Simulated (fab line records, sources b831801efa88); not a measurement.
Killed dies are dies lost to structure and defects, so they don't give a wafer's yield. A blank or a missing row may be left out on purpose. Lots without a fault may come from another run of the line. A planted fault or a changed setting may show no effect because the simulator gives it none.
Chamber matching | flow gf180mcu | GF_V1_CMP_04 on cmp-02: 4 sister chambers
The step polishes SiO2. 8 wafers are shown with their chamber, then 9 later ones without.

WAFERS WITH THEIR CHAMBER
wafer  | chamber | motor_current_A (A) | time_to_endpoint_s (s)
L538.6 | 3       | 11.2                | 78
L539.1 | 3       | 11.1                | 82
L539.3 | 1       | 12.6                | 76
L543.3 | 2       | 12.1                | 77
L543.5 | 1       | 12.2                | 80
L545.1 | 2       | 12.6                | 70
L545.4 | 0       | 10.9                | 75
L545.6 | 0       | 10.4                | 74

WAFERS WITHOUT THEIR CHAMBER
wafer  | motor_current_A (A) | time_to_endpoint_s (s)
L552.1 | 13.0                | 80
L552.3 | 10.4                | 76
L552.4 | 12.1                | 83
L553.2 | 11.5                | 84
L553.3 | 11.7                | 79
L553.6 | 11.8                | 87
L555.1 | 12.3                | 89
L555.2 | 10.4                | 81
L555.5 | 12.8                | 87

WHICH CHAMBER EACH WENT THROUGH
wafer  | from the rows above               | in truth
L552.1 | can't be placed: 1 or 2           | 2
L552.3 | can't be placed: 0 or 3           | 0
L552.4 | can't be placed: 1 or 2 or 3      | 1
L553.2 | can't be placed: 3 or 1           | 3
L553.3 | can't be placed: 3 or 1 or 2 or 0 | 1
L553.6 | can't be placed: 3 or 1 or 2      | 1
L555.1 | can't be placed: 1 or 2 or 3      | 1
L555.2 | can't be placed: 0 or 3           | 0
L555.5 | can't be placed: 1 or 2           | 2
Placed correctly: 0 of 9. Can't be placed from these rows: 9 (the true chamber is among the candidates in 9). Placed wrongly: 0.
How it was worked out, from the rows above alone: a wafer's distance from a chamber is the root of the sum, over the readings, of the square of ((its reading less the chamber's mean) divided by the reading's scatter). The wafer belongs to the nearest chamber; if the next one is less than 2 further off, it can't be placed. A chamber's mean is the mean of its shown wafers. The scatter: the root of (the sum of the squares of (reading less its chamber's mean) over the shown wafers, divided by (wafers less chambers)).
